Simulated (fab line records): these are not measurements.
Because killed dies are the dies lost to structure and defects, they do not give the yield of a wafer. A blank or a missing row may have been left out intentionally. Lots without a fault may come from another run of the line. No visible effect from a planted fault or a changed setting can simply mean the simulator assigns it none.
A struck lot beside a sound one -- flow sky130 -- 22 out of 708 route steps
Sound: wafers L470.3, L470.4, L470.5. Struck: wafers L467.2, L467.3, L467.5. Last of all comes the cause.
Order at every step that has rows: each side's tool, ch and its chambers, its first start. Under that, the readings that differ: sound wafers -- struck wafers -- difference of the means -- sigmas: that difference in standard deviations of wafers without a fault.
alike: readings with means less than 2 such deviations apart, plus words and numbers identical on both sides. not compared: withheld readings, readings lacking a value on some wafer, bounds such as >300 that could conceal the same value, and numbers that have no deviation in the record and whose values overlap.
A row with sigmas, a row that says differs or no value, or rows on one side alone: a step with any of these is where the two part. Numbers that have no deviation but don't overlap get no sigmas and don't part them. A reading missing from all wafers of one side parts the sides only when that side holds two or more wafers.

first, 3 steps without rows for these wafers: SKY_LDD_LDN_IMPLANT_09; SKY_LDD_LDN_IMPLANT_10; SKY_LDD_LDN_IMPLANT_11.
SKY_LDD_LDN_STRIP_12: strips in O2/N2.
  sound on plasma_asher-03 ch 0,1, day 29 10:37; struck on plasma_asher-03 ch 0,1, day 28 11:22
reading,sound,struck,difference,sigmas
strip_time_to_endpoint_s (s),14.15 14.13 14.12,14.24 14.23 14.20,+0.09,+3
  alike: drypump_motor_current_A, oes_product_au
  not compared: rf_hours_counter_h
SKY_LDD_LDN_TW_MEAS_13:
  sound: film_metro-04 at day 29 10:41; struck: film_metro-04 at day 28 11:29
  alike: LDD_LDN_TW
then, 2 steps without rows for these wafers: SKY_LDD_LDN_CLEAN_14 (cleans in SC1/SC2, time 150 s); SKY_SPACER_CVD_00 (deposits Si3N4 from DCS/NH3, target thk 43.1 nm, time 740 s).
SKY_SPACER_THK_MEAS_01:
  sound: film_metro-02 at day 29 12:50; struck: film_metro-04 at day 28 13:34
  alike: SPACER_CVD_00_THK
SKY_SPACER_ETCHBACK_02: etches Si3N4 in CH3F/O2, stops on SiO2, time 46.7 s, target depth 45 nm.
  sound on rie_diel-03 ch 0,3, day 29 12:52; struck on rie_diel-03 ch 0,2,3, day 28 13:37
  alike: drypump_motor_current_A, oes_product_au, throttle_valve_pct
  not compared: rf_hours_counter_h
then, 3 steps without rows for these wafers: SKY_POLY_CUT_DEHYDRATE_00 (time 60 s); SKY_POLY_CUT_HMDS_01 (prime time 60 s); SKY_POLY_CUT_COAT_02 (resist thk 60 nm).
SKY_POLY_CUT_COAT_03: resist thk 450 nm.
  sound on litho_track-02 ch 0, day 30 02:00; struck on litho_track-03 ch 0, day 29 03:00
reading,sound,struck,difference,sigmas
spin_speed_rpm (rpm),2998.7 2994.9 2998.9,2944.4 2943.7 2942.8,-53.9,-23
model.KrF-thick_of_POLY_CUT_COAT_03.thk_nm (nm),450.4 450.6 449.7,455 454.3 453.8,+4,
then, 4 steps without rows for these wafers: SKY_POLY_CUT_SOFTBAKE_04 (time 90 s); SKY_POLY_CUT_EXPOSE_05 (exposes mask NPCM, target cd 270 nm); SKY_POLY_CUT_PEB_06; SKY_POLY_CUT_DEVELOP_07 (develop time 60 s).
SKY_POLY_CUT_CD_MEAS_08: target cd 270 nm.
  sound: cd_sem-02 at day 30 16:18; struck: cd_sem-01 at day 29 17:44
  alike: cd_nm
SKY_POLY_CUT_OVL_MEAS_09:
  sound: overlay-02 at day 30 16:23; struck: overlay-01 at day 29 17:50
reading,sound,struck,difference,sigmas
POLY_CUT_OVL (nm),8 4 6,-5 -6 -8,-12,-2
SKY_POLY_CUT_ETCH_10: etches BARC in N2/H2, stops on SiO2, time 45.9 s, target depth 60 nm.
  sound on rie_diel-02 ch 0,1, day 30 16:25; struck on rie_diel-03 ch 1,2, day 29 17:52
reading,sound,struck,difference,sigmas
model.KrF-thick_of_POLY_CUT_COAT_03.thk_nm (nm),408.3 408.7 407.7,413 412.3 412,+4,
  alike: drypump_motor_current_A, oes_product_au, throttle_valve_pct
  not compared: rf_hours_counter_h
SKY_POLY_CUT_ETCH_11: etches Si3N4 in CF4/CH2F2/Ar, stops on poly-Si, time 42.5 s, target depth 60 nm.
  sound on rie_diel-02 ch 0,1, day 30 16:28; struck on rie_diel-03 ch 1,2, day 29 17:55
  alike: drypump_motor_current_A, oes_product_au, throttle_valve_pct
  not compared: rf_hours_counter_h
-- a jump in the record: the struck wafers' starts before and after are 20 days apart (it breaks off in module POLY_CUT and resumes in module PAD_OPEN, where the first step shown is number 708 of the route) --
SKY_PAD_OPEN_PROBE_99:
  the record has rows for the struck wafers here (prober-01, day 49 15:41) and none for the sound ones

== WHERE THEY PART ==
Earliest at SKY_LDD_LDN_STRIP_12; latest, in this record, at SKY_PAD_OPEN_PROBE_99.

WHY: what had been put in by the simulator
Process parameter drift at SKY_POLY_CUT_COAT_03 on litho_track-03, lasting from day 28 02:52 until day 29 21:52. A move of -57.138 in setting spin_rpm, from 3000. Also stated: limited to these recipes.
